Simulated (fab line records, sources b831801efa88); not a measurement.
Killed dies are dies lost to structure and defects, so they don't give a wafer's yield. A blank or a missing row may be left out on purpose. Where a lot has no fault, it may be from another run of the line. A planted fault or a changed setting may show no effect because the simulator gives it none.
Matching of chambers    flow gf180mcu    GF_PASSIVATION_CVD_00 on pecvd-03 has 3 sister chambers
The step deposits SiO2 from TEOS, target thk 1000 nm, time 111.95 s. 3 wafers are shown with their chamber, then 9 later ones without.

## WAFERS WITH THEIR CHAMBER
wafer   chamber  heater_power_w (W)
L637.2  1        720
L639.4  2        742
L639.5  0        690

## WAFERS MISSING THEIR CHAMBER
wafer   heater_power_w (W)
L641.1  729
L641.3  624
L641.6  632
L648.2  691
L648.4  737
L648.5  769
L649.1  767
L649.2  740
L649.3  826

## WHICH CHAMBER EACH WENT THROUGH
wafer   from the rows above           in truth
L641.1  can't be placed: 1 or 2 or 0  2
L641.3  can't be placed: 0 or 1 or 2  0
L641.6  can't be placed: 0 or 1 or 2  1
L648.2  can't be placed: 0 or 1 or 2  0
L648.4  can't be placed: 2 or 1 or 0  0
L648.5  can't be placed: 2 or 1 or 0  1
L649.1  can't be placed: 2 or 1 or 0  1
L649.2  can't be placed: 2 or 1 or 0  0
L649.3  can't be placed: 2 or 1 or 0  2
Placed correctly: 0 of 9. These rows do not allow placing 9 (true chamber among the candidates in 9). Wrongly placed: 0.
How it was worked out, from the rows above alone: a wafer's distance from a chamber is the root of the sum, over the readings, of the square of ((its reading less the chamber's mean) divided by the reading's scatter). If the next closest chamber is less than 2 further off than the closest, the wafer can't be placed; otherwise it belongs to the closest. A chamber's mean is the mean of its shown wafers. The scatter (one wafer shown for each chamber): square how far every hidden wafer sits from the nearest shown wafer, average those squares and take the square root.
